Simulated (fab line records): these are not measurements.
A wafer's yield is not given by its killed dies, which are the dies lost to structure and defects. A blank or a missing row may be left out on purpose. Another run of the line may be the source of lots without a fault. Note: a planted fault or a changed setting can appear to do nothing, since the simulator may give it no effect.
2 desks, one fault | flow sfq-line | each desk has only its own numbers; what lay behind them comes last

## FROM THE METROLOGY DESK
What the gauges read, lot by lot, whatever tool the lot ran on: means of the sampled wafers that have a number. A lot is out of limits, marked OUT, if its mean lies more than 4 standard deviations from the usual mean; the brackets give that distance.
Columns: A = I2_OVL at SFQ_I2_OVL_MEAS_918, usual 1 nm; B = M3_NB_RS at SFQ_M3_RS_MEAS_919, usual 0.892 ohm/sq; C = I3_OVL at SFQ_I3_OVL_MEAS_923, usual -2 nm
lot  | first seen here | A   | B               | C
L812 | day 23 12:50    | -1  | 0.898           | 1
L813 | day 24 00:38    | 2   | 0.880           | -5
L814 | day 24 12:38    | 7   | 0.872           | -6
L816 | day 26 03:00    | 5   | 0.903           | -2
L817 | day 26 04:12    | 2   | 0.890           | -4
L818 | day 26 07:47    | -11 | 0.876           | 8
L820 | day 31 22:56    | -5  | 0.887           | -1
L823 | day 32 04:56    | 0   | 0.878           | -8
L824 | day 32 06:08    | -8  | 0.898           | -6
L831 | day 32 22:57    | -4  | 1.196 (+28) OUT | -10
L832 | day 33 00:08    | 1   | 0.898           | -2
L833 | day 33 04:56    | 9   | 1.052 (+15) OUT | 1
L834 | day 33 09:45    | 2   | 0.913           | 2
L835 | day 33 12:08    | 3   | 0.903           | -4
This desk's finding: out of limits on L831, L833; first on L831, day 33 00:04 (M3_NB_RS at SFQ_M3_RS_MEAS_919). L812, L813, L814, L816, L817, L818, L820, L823, L824, L832, L834, L835: within limits.

## DESK OF THE TOOL OWNER: pvd-sputter-06
The tool's own readings at SFQ_TRILAYER_M3_DEP_SPUTTER_073 (material Nb, target thk 200 nm, time 133.3 s): means of the sampled wafers that have a number, for each lot that ran on this tool. A lot is out of limits, marked OUT, if its mean lies more than 4 standard deviations from the usual mean; the brackets give that distance.
Columns: A = base-pressure-pa at SFQ_TRILAYER_M3_DEP_SPUTTER_073, usual 1.32e-06 Pa; B = cathode-dc-power-W at SFQ_TRILAYER_M3_DEP_SPUTTER_073, usual 2000.0 W; C = throttle-valve-pct at SFQ_TRILAYER_M3_DEP_SPUTTER_073, usual 29.8 %
lot  | first seen here | A        | B      | C
L812 | day 23 13:50    | 1.39e-06 | 1999.8 | 29.8
L818 | day 26 09:23    | 1.26e-06 | 2000.1 | 30.4
L824 | day 32 07:08    | 1.26e-06 | 1999.9 | 30.4
L831 | day 32 23:56    | 1.35e-06 | 1999.7 | 30.7
L833 | day 33 05:56    | 1.32e-06 | 2000.2 | 29.6
This desk's verdict: no lot among the 5 shows anything out of limits.

## BROUGHT TOGETHER
Metrology desk: alarm possible at day 33 00:04 on L831, L833.
The desk of the tool owner found nothing out of limits.
Tool owner's desk: L831, L833 on record, inside its limits.
All the named lots went through SFQ_TRILAYER_M3_DEP_SPUTTER_073 on pvd-sputter-06.

## WHAT THE SIMULATOR PUT IN
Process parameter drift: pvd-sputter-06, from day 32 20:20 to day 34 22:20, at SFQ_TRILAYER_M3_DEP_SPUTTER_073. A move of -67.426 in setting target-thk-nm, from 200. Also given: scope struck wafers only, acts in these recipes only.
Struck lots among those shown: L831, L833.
Time in hours between the start of the fault and the first out-of-limits reading at each desk: metrology desk, 4.
